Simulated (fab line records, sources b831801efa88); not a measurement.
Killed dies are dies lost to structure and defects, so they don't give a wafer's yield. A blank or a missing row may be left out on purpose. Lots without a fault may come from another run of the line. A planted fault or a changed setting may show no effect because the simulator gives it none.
Chamber matching | flow sfq_line | SFQ_TRILAYER_I4_CMP_CMP_100 on cmp-02: 4 sister chambers
The step polishes SiO2. 14 wafers are shown with their chamber, then 7 later ones without.

WAFERS WITH THEIR CHAMBER
wafer  | chamber | motor_current_A (A) | time_to_endpoint_s (s)
L609.3 | 0       | 9.5                 | 218
L609.5 | 0       | 9.9                 | 226
L609.6 | 3       | 10.9                | 214
L610.1 | 0       | 10.0                | 214
L610.3 | 1       | 9.0                 | 206
L610.6 | 3       | 11.3                | 200
L611.1 | 0       | 9.5                 | 205
L611.4 | 3       | 11.1                | 203
L611.5 | 3       | 10.8                | 202
L612.3 | 2       | 9.2                 | 213
L612.5 | 3       | 10.9                | 208
L612.6 | 2       | 9.4                 | 234
L614.1 | 1       | 9.5                 | 213
L614.2 | 2       | 9.9                 | 208

SIGNATURES (means of the wafers above)
reading            | chamber 0 | chamber 1 | chamber 2 | chamber 3 | scatter within a chamber
motor_current_A    | 9.725     | 9.250     | 9.500     | 11.000    | 0.274
time_to_endpoint_s | 215.75    | 209.50    | 218.33    | 205.40    | 8.72
Rule: a wafer's distance from a chamber is the root of the sum, over the readings, of the square of ((its reading less the chamber's mean) divided by the reading's scatter). The wafer belongs to the nearest chamber; if the next one is less than 2 further off, it can't be placed. The scatter: the root of (the sum of the squares of (reading less its chamber's mean) over the shown wafers, divided by (wafers less chambers)).

WAFERS WITHOUT THEIR CHAMBER
wafer  | motor_current_A (A) | time_to_endpoint_s (s)
L614.6 | 9.4                 | 219
L617.3 | 10.9                | 209
L617.2 | 9.6                 | 218
L617.6 | 11.1                | 214
L619.1 | 9.6                 | 211
L619.3 | 9.1                 | 207
L619.4 | 11.0                | 201

WHICH CHAMBER EACH WENT THROUGH
wafer  | from the rows above          | in truth
L614.6 | can't be placed: 2 or 1 or 0 | 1
L617.3 | 3                            | 3
L617.2 | can't be placed: 2 or 0 or 1 | 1
L617.6 | 3                            | 3
L619.1 | can't be placed: 0 or 2 or 1 | 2
L619.3 | can't be placed: 1 or 2 or 0 | 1
L619.4 | 3                            | 3
Placed correctly: 3 of 7. Can't be placed from these rows: 4 (the true chamber is among the candidates in 4). Placed wrongly: 0.
